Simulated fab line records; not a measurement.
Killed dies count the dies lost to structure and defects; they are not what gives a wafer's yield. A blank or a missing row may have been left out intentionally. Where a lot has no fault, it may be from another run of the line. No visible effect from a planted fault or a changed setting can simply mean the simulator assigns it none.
fab line records + flow sky130
record
- lots=6
- wafers=18
- last_day=50
route steps=708 shown VIA1@471 METAL2@483 PAD_OPEN@708
lots that met no fault: from a run of the same line without faults
start_h: hours from the record's first day to the start of the lot's first wafer shown + wait_h: hours since the lot's step before + " as in the row above + L1.1+2: one row covering several wafers at once + - either no value or no given start + * or withheld: withheld + < > ~ a bound
route shown NAME@n: a module of which the file shows steps, and the number in the route of the first + usual: mean and standard deviation over wafers with no fault + same: alike in all rows + chamber/n: place in a boat + sites: readings site by site + _std_site: their standard deviation + _edge_site: inner sites' mean taken away from outer sites' mean + radius_mm: how far each site lies from the wafer's centre + mask NAME#n: copy n + behind: the last tool/chamber to shape the wafer + hold: what put the lot on hold/how long, in hours/how the hold closed + device: names the non-switching transistor (n, p or np) + end of line: the route-end tests of the same wafers + where a step has no rows: the recipe by itself + killed: at the first sort, the dies lost to defects and structure; wafer yield is something else + map: shows each die of a wafer: x if killed, . if not, _ if none is there
set.NAME: the setting that was run; set.NAME@STEP: the one run at that earlier step + model.NAME: the simulator's own value behind a step, which no gauge read
a table for each step, a row for each wafer; lots at some steps of the route
services: from which hour (start_h, from the record's first day; less than 0 if before it) a tool's chamber was out of use, for how many hours, and why
## steps
# step SKY_VIA1_OVL_MEAS_13
# usual
- VIA1_OVL=-2/5.5
| lot.wafer | tool       | chamber | start_h | wait_h | VIA1_OVL[nm] |
|-----------|------------|---------|---------|--------|--------------|
| L856.3    | overlay-02 | -       | 823.21  | 0.1    | -4           |
| L856.5    | "          | -       | "       | "      | -5           |
| L856.6    | "          | -       | "       | "      | 3            |
| L863.3    | overlay-01 | -       | 869.39  | 0.1    | 5            |
| L863.4    | "          | -       | "       | "      | 9            |
| L863.6    | "          | -       | "       | "      | 8            |
| L864.2    | overlay-02 | -       | 872.94  | 0.1    | -2           |
| L864.4    | "          | -       | "       | "      | 2            |
| L864.5    | "          | -       | "       | "      | 6            |
| L872.2    | overlay-02 | -       | 935.88  | 0.1    | 0            |
| L872.3    | "          | -       | "       | "      | -8           |
| L872.5    | "          | -       | "       | "      | -4           |
| L875.1    | overlay-02 | -       | 949.93  | 0.1    | 4            |
| L875.3    | "          | -       | "       | "      | -1           |
| L875.6    | "          | -       | "       | "      | -9           |
| L877.2    | overlay-01 | -       | 958.29  | 0.1    | -5           |
| L877.3    | "          | -       | "       | "      | -1           |
| L877.5    | "          | -       | "       | "      | -1           |
# step SKY_VIA1_ETCH_14
# recipe
- chemistry=N2/H2
- target=BARC
- ion_energy_ev=200
- source_w=500
- bias_w=100
- pressure_mtorr=30
- n2_flow_sccm=100
- h2_flow_sccm=200
- stop_on=SiO2
- time_s=45.9
- target_depth_a=600
# usual
- drypump_motor_current_A=5.8/0.35
- oes_product_au=0.855/0.0047
- throttle_valve_pct=13.226/0.0083
| lot.wafer | tool        | chamber | start_h | wait_h | drypump_motor_current_A | oes_product_au | rf_hours_counter_h | throttle_valve_pct |
|-----------|-------------|---------|---------|--------|-------------------------|----------------|--------------------|--------------------|
| L856.3    | rie_diel-03 | 2       | 823.24  | 0.0    | 6.0                     | 0.865          | 20                 | 13.222             |
| L856.5    | "           | 0       | "       | "      | 5.7                     | 0.859          | -                  | 13.238             |
| L856.6    | "           | 1       | "       | "      | 6.2                     | 0.854          | -                  | 13.223             |
| L863.3    | rie_diel-01 | 2       | 869.41  | 0.0    | 5.6                     | 0.859          | 0                  | 13.227             |
| L863.4    | "           | 3       | "       | "      | 5.8                     | 0.861          | 2                  | 13.232             |
| L863.6    | "           | 0       | "       | "      | 6.0                     | 0.850          | -                  | 13.239             |
| L864.2    | rie_diel-01 | 3       | 872.97  | 0.0    | 5.9                     | 0.854          | 2                  | 13.224             |
| L864.4    | "           | 1       | "       | "      | 6.0                     | 0.855          | 25                 | 13.228             |
| L864.5    | "           | 2       | "       | "      | 5.6                     | 0.849          | -                  | 13.233             |
| L872.2    | rie_diel-01 | 2       | 935.91  | 0.0    | 5.6                     | 0.853          | 2                  | 13.236             |
| L872.3    | "           | 0       | "       | "      | 6.0                     | 0.861          | 9                  | 13.221             |
| L872.5    | "           | 0       | "       | "      | 6.0                     | 0.851          | -                  | 13.221             |
| L875.1    | rie_diel-04 | 3       | 949.97  | 0.0    | 4.9                     | 0.849          | 13                 | 13.222             |
| L875.3    | "           | 0       | "       | "      | 5.1                     | 0.849          | 20                 | 13.222             |
| L875.6    | "           | 1       | "       | "      | 5.5                     | 0.854          | -                  | 13.218             |
| L877.2    | rie_diel-03 | 0       | 958.32  | 0.0    | 5.7                     | 0.859          | 22                 | 13.221             |
| L877.3    | "           | 1       | "       | "      | 6.3                     | 0.856          | 21                 | 13.232             |
| L877.5    | "           | 1       | "       | "      | 6.3                     | 0.852          | -                  | 13.208             |
# step SKY_VIA1_ETCH_15
# recipe
- target=SiO2
- chemistry=C4F8/O2/Ar
- target_depth_nm=351
- stop_on=TiN
- mask_material=KrF-thick
- source_w=1500
- bias_w=1200
- pressure_mtorr=40
- c4f8_flow_sccm=withheld
- O2_flow_sccm=6
- Ar_flow_sccm=300
- time_s=54
# usual
- oes_product_au=0.980/0.0069
| lot.wafer | tool        | chamber | start_h | wait_h | oes_product_au | rf_hours_counter_h |
|-----------|-------------|---------|---------|--------|----------------|--------------------|
| L856.3    | rie_diel-03 | 2       | 823.28  | 0.0    | 0.983          | 20                 |
| L856.5    | "           | 0       | "       | "      | 0.976          | -                  |
| L856.6    | "           | 1       | "       | "      | 0.988          | -                  |
| L863.3    | rie_diel-01 | 2       | 869.45  | 0.0    | 0.974          | 0                  |
| L863.4    | "           | 3       | "       | "      | 0.984          | 2                  |
| L863.6    | "           | 0       | "       | "      | 0.982          | -                  |
| L864.2    | rie_diel-01 | 3       | 873.01  | 0.0    | 0.986          | 2                  |
| L864.4    | "           | 1       | "       | "      | 0.992          | 25                 |
| L864.5    | "           | 2       | "       | "      | 0.984          | -                  |
| L872.2    | rie_diel-01 | 2       | 935.95  | 0.0    | 0.983          | 2                  |
| L872.3    | "           | 0       | "       | "      | 0.983          | 9                  |
| L872.5    | "           | 0       | "       | "      | 0.981          | -                  |
| L875.1    | rie_diel-04 | 3       | 950.01  | 0.0    | 0.986          | 13                 |
| L875.3    | "           | 0       | "       | "      | 0.979          | 20                 |
| L875.6    | "           | 1       | "       | "      | 0.978          | -                  |
| L877.2    | rie_diel-03 | 0       | 958.36  | 0.0    | 0.977          | 22                 |
| L877.3    | "           | 1       | "       | "      | 0.979          | 21                 |
| L877.5    | "           | 1       | "       | "      | 0.989          | -                  |
# step SKY_VIA1_STRIP_16
# recipe
- chemistry=O2/N2
- power_w=1400
- pressure_mtorr=1500
- platen_temp_c=withheld
- o2_flow_sccm=3000
- n2_flow_sccm=300
- overash_fraction=0.5
# step SKY_VIA1_STRIP_17
# recipe
- chemistry=post_etch_residue_remover
- time_s=1200
- temp_c=72.5
# step SKY_VIA1_CLEAN_18
# recipe
- chemistry=IPA
- time_s=180
- temp_c=25
# step SKY_VIA1_CLEAN_19
# recipe
- chemistry=O3/DIW
- dry=n2_spin
# step SKY_VIA1_SPUTTER_20
# recipe
- material=TiN
- target_thk_nm=20
- chamber_pressure_pa=5
- power_w=4000
- time_s=80
# step SKY_VIA1_CVD_21
# recipe
- material=W
- target_thk_nm=270
- time_s=80.902
- temp_c=400
- pressure_torr=40
# usual
- heater_power_w=797/65
| lot.wafer | tool     | chamber | start_h | wait_h | heater_power_w |
|-----------|----------|---------|---------|--------|----------------|
| L856.3    | cvd_w-01 | 0       | 824.02  | 0.1    | 822            |
| L856.5    | "        | 1       | "       | "      | 874            |
| L856.6    | "        | 0       | "       | "      | 821            |
| L863.3    | cvd_w-02 | 0       | 870.18  | 0.1    | 678            |
| L863.4    | "        | 1       | "       | "      | 840            |
| L863.6    | "        | 1       | "       | "      | 846            |
| L864.2    | cvd_w-01 | 1       | 873.71  | 0.0    | 875            |
| L864.4    | "        | 0       | "       | "      | 822            |
| L864.5    | "        | 0       | "       | "      | 843            |
| L872.2    | cvd_w-02 | 1       | 936.65  | 0.0    | 857            |
| L872.3    | "        | 0       | "       | "      | 691            |
| L872.5    | "        | 1       | "       | "      | 842            |
| L875.1    | cvd_w-02 | 0       | 950.71  | 0.0    | 684            |
| L875.3    | "        | 1       | "       | "      | 848            |
| L875.6    | "        | 1       | "       | "      | 855            |
| L877.2    | cvd_w-01 | 1       | 959.06  | 0.0    | 825            |
| L877.3    | "        | 0       | "       | "      | 808            |
| L877.5    | "        | 0       | "       | "      | 784            |
# step SKY_VIA1_RS_MEAS_22
# recipe
- thk_meas_gauge=four-point-probe
- reads=W_of_VIA1_CVD_21+TiN_of_VIA1_SPUTTER_20
# usual
- VIA1_W_RS=0.429/0.0058
| lot.wafer | tool          | chamber | start_h | wait_h | VIA1_W_RS[ohm/sq] |
|-----------|---------------|---------|---------|--------|-------------------|
| L856.3    | film_metro-03 | -       | 824.12  | 0.1    | 0.424             |
| L856.5    | "             | -       | "       | "      | 0.426             |
| L856.6    | "             | -       | "       | "      | 0.427             |
| L863.3    | film_metro-02 | -       | 870.29  | 0.1    | 0.427             |
| L863.4    | "             | -       | "       | "      | 0.435             |
| L863.6    | "             | -       | "       | "      | 0.438             |
| L864.2    | film_metro-02 | -       | 873.82  | 0.1    | 0.428             |
| L864.4    | "             | -       | "       | "      | 0.435             |
| L864.5    | "             | -       | "       | "      | 0.431             |
| L872.2    | film_metro-01 | -       | 936.77  | 0.1    | 0.431             |
| L872.3    | "             | -       | "       | "      | 0.430             |
| L872.5    | "             | -       | "       | "      | 0.438             |
| L875.1    | film_metro-02 | -       | 950.80  | 0.1    | 0.415             |
| L875.3    | "             | -       | "       | "      | 0.429             |
| L875.6    | "             | -       | "       | "      | 0.430             |
| L877.2    | film_metro-03 | -       | 959.17  | 0.1    | 0.426             |
| L877.3    | "             | -       | "       | "      | 0.427             |
| L877.5    | "             | -       | "       | "      | 0.428             |
# step SKY_VIA1_THK_MEAS_23
# recipe
- thk_meas_gauge=xrf
- reads=W_of_VIA1_CVD_21
# usual
- VIA1_W_THK=279/3.8
| lot.wafer | tool          | chamber | start_h | wait_h | VIA1_W_THK[nm] |
|-----------|---------------|---------|---------|--------|----------------|
| L856.3    | film_metro-03 | -       | 824.22  | 0.1    | 283            |
| L856.5    | "             | -       | "       | "      | 282            |
| L856.6    | "             | -       | "       | "      | 281            |
| L863.3    | film_metro-02 | -       | 870.39  | 0.1    | 282            |
| L863.4    | "             | -       | "       | "      | 277            |
| L863.6    | "             | -       | "       | "      | 275            |
| L864.2    | film_metro-02 | -       | 873.93  | 0.1    | 281            |
| L864.4    | "             | -       | "       | "      | 278            |
| L864.5    | "             | -       | "       | "      | 281            |
| L872.2    | film_metro-01 | -       | 936.88  | 0.1    | 277            |
| L872.3    | "             | -       | "       | "      | 280            |
| L872.5    | "             | -       | "       | "      | 272            |
| L875.1    | film_metro-02 | -       | 950.92  | 0.1    | 290            |
| L875.3    | "             | -       | "       | "      | 280            |
| L875.6    | "             | -       | "       | "      | 279            |
| L877.2    | film_metro-03 | -       | 959.28  | 0.1    | 282            |
| L877.3    | "             | -       | "       | "      | 280            |
| L877.5    | "             | -       | "       | "      | 279            |
# step SKY_VIA1_CMP_24
# recipe
- stop_on=SiO2
- t_overpolish_s=15
- down_force_psi=3.5
- platen_rpm=60
- target_thk_nm=0
- pad_velocity_m_s=0.94248
# usual
- motor_current_A=11.0/0.66
- overpolish_run_s=15.000/0.0094
- retaining_ring_pressure_frac=1.000/0.0055
- time_to_endpoint_s=65/4.4
| lot.wafer | tool   | chamber | start_h | wait_h | motor_current_A | overpolish_run_s | retaining_ring_pressure_frac | time_to_endpoint_s |
|-----------|--------|---------|---------|--------|-----------------|------------------|------------------------------|--------------------|
| L856.3    | cmp-01 | 0       | 824.41  | 0.2    | 11.2            | 14.992           | 0.992                        | 68                 |
| L856.6    | "      | 1       | "       | "      | 11.2            | 15.001           | 1.005                        | 64                 |
| L856.5    | "      | 2       | "       | "      | 11.1            | 15.001           | 1.004                        | 71                 |
| L863.4    | cmp-02 | 3       | 870.48  | 0.1    | 10.1            | 15.003           | 0.996                        | 63                 |
| L863.3    | "      | 1       | "       | "      | 10.3            | 14.998           | 1.007                        | 58                 |
| L863.6    | "      | 3       | "       | "      | 10.3            | 14.996           | 0.996                        | 59                 |
| L864.4    | cmp-01 | 2       | 874.03  | 0.1    | 10.5            | 15.005           | 0.993                        | 68                 |
| L864.2    | "      | 3       | "       | "      | 11.1            | 14.989           | 0.997                        | 70                 |
| L864.5    | "      | 2       | "       | "      | 10.7            | 14.998           | 1.004                        | 64                 |
| L872.3    | cmp-01 | 3       | 937.27  | 0.4    | 10.7            | 14.984           | 1.005                        | 70                 |
| L872.2    | "      | 0       | "       | "      | 12.4            | 14.996           | 1.008                        | 65                 |
| L872.5    | "      | 1       | "       | "      | 11.7            | 14.986           | 1.003                        | 57                 |
| L875.3    | cmp-02 | 2       | 953.27  | 2.3    | 10.7            | 14.986           | 0.998                        | 63                 |
| L875.1    | "      | 1       | "       | "      | 10.5            | 14.997           | 0.998                        | 66                 |
| L875.6    | "      | 3       | "       | "      | 10.1            | 14.999           | 0.999                        | 64                 |
| L877.3    | cmp-02 | 1       | 959.33  | 0.0    | 10.2            | 15.017           | 1.004                        | 60                 |
| L877.2    | "      | 3       | "       | "      | 10.2            | 14.998           | 1.012                        | 62                 |
| L877.5    | "      | 1       | "       | "      | 9.9             | 15.000           | 1.000                        | 60                 |
# step SKY_METAL2_SPUTTER_00
# recipe
- material=Ti
- target_thk_nm=15
- power_w=3000
- time_s=10
- chamber_pressure_pa=0.4
# usual
- cathode_dc_power_W=3000.0/0.55
- chamber_pressure_pa=0.4000/0.00079
- throttle_valve_pct=29.8/1.1
| lot.wafer | tool           | chamber | start_h | wait_h | cathode_dc_power_W | chamber_pressure_pa | throttle_valve_pct |
|-----------|----------------|---------|---------|--------|--------------------|---------------------|--------------------|
| L856.3    | pvd_sputter-04 | -       | 824.56  | 0.1    | 3000.3             | 0.4012              | 29.1               |
| L856.5    | "              | -       | "       | "      | 2999.7             | 0.3992              | 29.5               |
| L856.6    | "              | -       | "       | "      | 3000.2             | 0.4004              | 29.9               |
| L863.3    | pvd_sputter-01 | -       | 870.73  | 0.1    | 3000.5             | 0.4445              | 25.9               |
| L863.4    | "              | -       | "       | "      | 3000.1             | 0.4449              | 29.8               |
| L863.6    | "              | -       | "       | "      | 2999.9             | 0.4443              | 29.8               |
| L864.2    | pvd_sputter-01 | -       | 874.28  | 0.1    | 2999.8             | 0.4461              | 29.7               |
| L864.4    | "              | -       | "       | "      | 3000.0             | 0.4447              | 29.9               |
| L864.5    | "              | -       | "       | "      | 3000.2             | 0.4433              | 28.6               |
| L872.2    | pvd_sputter-02 | -       | 937.47  | 0.1    | 3000.5             | 0.4005              | 29.7               |
| L872.3    | "              | -       | "       | "      | 3000.4             | 0.4006              | 29.0               |
| L872.5    | "              | -       | "       | "      | 2999.2             | 0.3998              | 30.9               |
| L875.1    | pvd_sputter-04 | -       | 953.57  | 0.1    | 2999.6             | 0.3992              | 29.6               |
| L875.3    | "              | -       | "       | "      | 3000.2             | 0.3987              | 29.0               |
| L875.6    | "              | -       | "       | "      | 2999.7             | 0.4001              | 29.4               |
| L877.2    | pvd_sputter-01 | -       | 959.63  | 0.1    | 2999.3             | 0.3992              | 27.2               |
| L877.3    | "              | -       | "       | "      | 2999.8             | 0.4004              | 29.9               |
| L877.5    | "              | -       | "       | "      | 3000.5             | 0.3982              | 29.9               |
# step SKY_METAL2_SPUTTER_01
# recipe
- material=TiN
- target_thk_nm=20
- power_w=6500
- time_s=16.7
- chamber_pressure_pa=0.4
# usual
- cathode_dc_power_W=6500.1/0.99
- chamber_pressure_pa=0.4001/0.00084
- throttle_valve_pct=29.9/1.1
| lot.wafer | tool           | chamber | start_h | wait_h | cathode_dc_power_W | chamber_pressure_pa | throttle_valve_pct |
|-----------|----------------|---------|---------|--------|--------------------|---------------------|--------------------|
| L856.3    | pvd_sputter-04 | -       | 824.58  | 0.0    | 6499.3             | 0.3993              | 29.2               |
| L856.5    | "              | -       | "       | "      | 6500.1             | 0.4003              | 29.3               |
| L856.6    | "              | -       | "       | "      | 6501.6             | 0.3989              | 29.6               |
| L863.3    | pvd_sputter-01 | -       | 870.75  | 0.0    | 6501.6             | 0.4001              | 27.5               |
| L863.4    | "              | -       | "       | "      | 6499.2             | 0.4017              | 31.5               |
| L863.6    | "              | -       | "       | "      | 6500.7             | 0.4021              | 31.7               |
| L864.2    | pvd_sputter-01 | -       | 874.31  | 0.0    | 6502.8             | 0.4006              | 31.4               |
| L864.4    | "              | -       | "       | "      | 6499.2             | 0.4006              | 31.6               |
| L864.5    | "              | -       | "       | "      | 6498.8             | 0.4003              | 29.9               |
| L872.2    | pvd_sputter-02 | -       | 937.50  | 0.0    | 6498.8             | 0.3996              | 29.5               |
| L872.3    | "              | -       | "       | "      | 6500.3             | 0.4004              | 28.8               |
| L872.5    | "              | -       | "       | "      | 6499.3             | 0.3995              | 31.4               |
| L875.1    | pvd_sputter-04 | -       | 953.60  | 0.0    | 6499.1             | 0.4007              | 30.0               |
| L875.3    | "              | -       | "       | "      | 6498.6             | 0.3994              | 29.5               |
| L875.6    | "              | -       | "       | "      | 6500.4             | 0.4011              | 29.3               |
| L877.2    | pvd_sputter-01 | -       | 959.66  | 0.0    | 6498.9             | 0.3997              | 27.5               |
| L877.3    | "              | -       | "       | "      | 6500.0             | 0.4003              | 29.9               |
| L877.5    | "              | -       | "       | "      | 6501.1             | 0.4005              | 30.0               |
# step SKY_PAD_OPEN_PROBE_99
# usual
- defect_limited_yield=82.2/2
- killed_at_M0_to_M3=45/7.2
- killed_at_M4_up=3.0/1.8
- killed_at_contacts=25/6.1
- killed_at_front_end=14/4.4
- killed_at_other=0.2/0.44
- killed_dies=88/10
- killed_open=48/7.4
- killed_short=40/6.3
- sort_bin_3_pad_short=0.9/0.41
- sort_bin_5_function=10.6/1.5
- sort_bin_6_memory=6.4/1.2
- sort_n_pass=404/10
- sort_yield_pct=82.2/2
# same
- gross_dies=492
- killed_at_back_side=0
- sort_bin_4_leakage[%]=0
- sort_bin_8_speed[%]=0
| lot.wafer | tool      | chamber | start_h | wait_h | defect_limited_yield[%] | killed_at_M0_to_M3 | killed_at_M4_up | killed_at_contacts | killed_at_front_end | killed_at_other | killed_dies | killed_open | killed_short | sort_bin_3_pad_short[%] | sort_bin_5_function[%] | sort_bin_6_memory[%] | sort_n_pass | sort_yield_pct[%] |
|-----------|-----------|---------|---------|--------|-------------------------|--------------------|-----------------|--------------------|---------------------|-----------------|-------------|-------------|--------------|-------------------------|------------------------|----------------------|-------------|-------------------|
| L864.2    | prober-02 | -       | 1140.63 | 0.1    | 84.1                    | 36                 | 1               | 26                 | 15                  | 0               | 78          | 36          | 42           | 0.8                     | 10.0                   | 5.1                  | 414         | 84.1              |
| L864.4    | prober-02 | -       | 1140.73 | 0.2    | 82.9                    | 48                 | 0               | 23                 | 13                  | 0               | 84          | 43          | 41           | 0.8                     | 10.6                   | 5.7                  | 408         | 82.9              |
| L864.5    | prober-02 | -       | 1140.78 | 0.2    | 81.5                    | 49                 | 2               | 24                 | 16                  | 0               | 91          | 44          | 47           | 0.6                     | 11.4                   | 6.5                  | 401         | 81.5              |
| L872.2    | prober-01 | -       | 1183.28 | 0.1    | 82.3                    | 30                 | 5               | 35                 | 17                  | 0               | 87          | 45          | 42           | 1.0                     | 10.8                   | 5.9                  | 405         | 82.3              |
| L872.3    | prober-01 | -       | 1183.33 | 0.2    | 80.7                    | 50                 | 4               | 21                 | 19                  | 1               | 95          | 50          | 45           | 0.6                     | 11.4                   | 7.3                  | 397         | 80.7              |
| L872.5    | prober-01 | -       | 1183.43 | 0.2    | 83.5                    | 36                 | 8               | 17                 | 20                  | 0               | 81          | 35          | 46           | 0.6                     | 11.6                   | 4.3                  | 411         | 83.5              |
| L875.1    | prober-01 | -       | 1193.18 | 0.1    | 80.1                    | 43                 | 5               | 30                 | 20                  | 0               | 98          | 49          | 49           | 1.6                     | 10.4                   | 7.9                  | 394         | 80.1              |
| L875.3    | prober-01 | -       | 1193.28 | 0.2    | 83.5                    | 43                 | 2               | 25                 | 11                  | 0               | 81          | 46          | 35           | 0.4                     | 10.4                   | 5.7                  | 411         | 83.5              |
| L875.6    | prober-01 | -       | 1193.43 | 0.2    | 81.3                    | 47                 | 3               | 27                 | 14                  | 1               | 92          | 59          | 33           | 1.8                     | 10.6                   | 6.3                  | 400         | 81.3              |
| L877.2    | prober-02 | -       | 1198.52 | 0.1    | 80.9                    | 51                 | 2               | 21                 | 19                  | 1               | 94          | 50          | 44           | 0.8                     | 12.4                   | 5.9                  | 398         | 80.9              |
| L877.3    | prober-02 | -       | 1198.57 | 0.2    | 85.8                    | 42                 | 1               | 13                 | 13                  | 1               | 70          | 42          | 28           | 0.6                     | 9.3                    | 4.3                  | 422         | 85.8              |
| L877.5    | prober-02 | -       | 1198.67 | 0.2    | 84.1                    | 47                 | 3               | 16                 | 11                  | 1               | 78          | 38          | 40           | 0                       | 10.4                   | 5.5                  | 414         | 84.1              |
# killed by level:class
L864.2 CONTACT:geometric_particle:open=9 VIA1:geometric_particle:open=8 POLY_GATE:geometric_particle:short=7 LOCAL_INTERCONNECT:geometric_particle:short=6 CONTACT:geometric_particle:short=6 METAL1:geometric_particle:short=5 LI_CONTACT:geometric_particle:open=4 VIA2:geometric_particle:open=4
L864.4 CONTACT:geometric_particle:open=9 VIA1:geometric_particle:open=9 VIA1:geometric_particle:short=8 VIA2:geometric_particle:open=8 LOCAL_INTERCONNECT:geometric_particle:short=6 FIELD_ISO:geometric_particle:short=5 VIA3:geometric_particle:open=5 POLY_GATE:geometric_particle:short=4
L864.5 VIA1:geometric_particle:open=10 CONTACT:geometric_particle:open=9 VIA3:geometric_particle:short=7 METAL1:geometric_particle:short=7 VIA2:geometric_particle:open=6 FIELD_ISO:geometric_particle:open=5 VIA2:geometric_particle:short=5 POLY_GATE:geometric_particle:short=4
L872.2 LI_CONTACT:geometric_particle:open=10 CONTACT:geometric_particle:open=9 FIELD_ISO:geometric_particle:open=7 LI_CONTACT:geometric_particle:short=7 VIA1:geometric_particle:open=6 VIA2:geometric_particle:open=5 FIELD_ISO:geometric_particle:short=4 LOCAL_INTERCONNECT:geometric_particle:short=4
L872.3 METAL1:geometric_particle:short=11 VIA1:geometric_particle:open=10 VIA3:geometric_particle:open=9 VIA2:geometric_particle:open=8 CONTACT:geometric_particle:open=7 LOCAL_INTERCONNECT:geometric_particle:short=5 LI_CONTACT:geometric_particle:open=4 POLY_GATE:geometric_particle:short=3
L872.5 VIA1:geometric_particle:open=8 FIELD_ISO:geometric_particle:short=7 METAL4:geometric_particle:short=7 METAL1:geometric_particle:short=6 METAL3:geometric_particle:short=6 CONTACT:geometric_particle:open=5 VIA3:geometric_particle:open=5 POLY_GATE:geometric_particle:open=4
L875.1 VIA1:geometric_particle:open=10 CONTACT:geometric_particle:open=8 FIELD_ISO:geometric_particle:open=7 VIA3:geometric_particle:open=7 LOCAL_INTERCONNECT:geometric_particle:short=6 LI_CONTACT:geometric_particle:open=6 CONTACT:geometric_particle:short=6 VIA3:geometric_particle:short=6
L875.3 VIA1:geometric_particle:open=12 CONTACT:geometric_particle:open=11 METAL1:geometric_particle:short=9 VIA2:geometric_particle:open=6 FIELD_ISO:geometric_particle:open=5 LI_CONTACT:geometric_particle:open=5 VIA1:geometric_particle:short=5 POLY_GATE:geometric_particle:short=4
L875.6 CONTACT:geometric_particle:open=11 LI_CONTACT:geometric_particle:open=9 VIA1:geometric_particle:open=9 METAL1:geometric_particle:short=8 VIA2:geometric_particle:open=8 VIA3:geometric_particle:open=6 METAL2:geometric_particle:short=6 FIELD_ISO:geometric_particle:open=5
L877.2 VIA1:geometric_particle:open=12 CONTACT:geometric_particle:open=11 METAL2:geometric_particle:short=11 VIA3:geometric_particle:open=7 VIA2:geometric_particle:open=6 FIELD_ISO:geometric_particle:short=5 CONTACT:geometric_particle:short=5 VIA1:geometric_particle:short=3
L877.3 VIA2:geometric_particle:open=9 VIA1:geometric_particle:open=8 VIA3:geometric_particle:open=8 LI_CONTACT:geometric_particle:open=5 CONTACT:geometric_particle:short=4 POLY_GATE:geometric_particle:short=3 POLY_GATE:geometric_particle:open=3 METAL3:geometric_particle:short=3
L877.5 VIA1:geometric_particle:open=11 VIA1:geometric_particle:short=10 METAL1:geometric_particle:short=8 CONTACT:geometric_particle:open=7 VIA2:geometric_particle:open=5 POLY_GATE:geometric_particle:open=4 LI_CONTACT:geometric_particle:open=4 METAL2:geometric_particle:short=3
## services
| tool           | chamber | start_h | hours | kind   |
|----------------|---------|---------|-------|--------|
| cvd_w-01       | -       | 800.69  | 6.9   | pm     |
| cmp-02         | -       | 802.76  | 1.7   | repair |
| rie_diel-03    | -       | 803.47  | 15.6  | pm     |
| cmp-01         | -       | 808.03  | 2.9   | repair |
| pvd_sputter-01 | -       | 811.31  | 12.5  | repair |
| rie_diel-01    | 3       | 820.85  | 2.8   | repair |
| rie_diel-01    | 2       | 825.05  | 16.2  | repair |
| cmp-02         | -       | 828.17  | 1.4   | repair |
| pvd_sputter-04 | -       | 841.51  | 1.9   | repair |
| rie_diel-01    | 0       | 849.31  | 5.6   | repair |
| cmp-02         | -       | 851.60  | 0.7   | repair |
| cmp-02         | -       | 858.47  | 3.0   | repair |
| cmp-01         | -       | 864.11  | 2.9   | repair |
| rie_diel-01    | 2       | 873.41  | 3.2   | repair |
| pvd_sputter-01 | -       | 878.44  | 4.8   | repair |
| cmp-02         | -       | 892.93  | 1.1   | repair |
| cvd_w-01       | -       | 904.00  | 14.0  | pm     |
| cmp-01         | -       | 904.66  | 3.7   | repair |
| cmp-02         | -       | 908.36  | 23.6  | pm     |
| cmp-02         | -       | 931.98  | 4.0   | pm     |
| cmp-02         | -       | 933.40  | 19.3  | repair |
| cmp-01         | -       | 940.20  | 3.5   | repair |
| cmp-02         | -       | 943.21  | 4.9   | repair |
| rie_diel-01    | 3       | 945.28  | 13.7  | repair |
## key
first_sign
- step=SKY_METAL2_SPUTTER_00
- reading=chamber_pressure_pa
- direction=up
- sigmas=56
- usual=0.4000
- struck=0.4446
effect none on later readings
met_at SKY_METAL2_SPUTTER_00
struck_wafers L863.3,L863.4,L863.6,L864.2,L864.4,L864.5
fault
- kind=process_parameter_drift
- tool=pvd_sputter-01
- chamber=-
- onset_h=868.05
- steps=SKY_METAL2_SPUTTER_00
- channel=chamber_pressure_pa
- offset=0.044976
- shape=step
- end_h=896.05
- acts_in=these_recipes_only
- stated=0.4
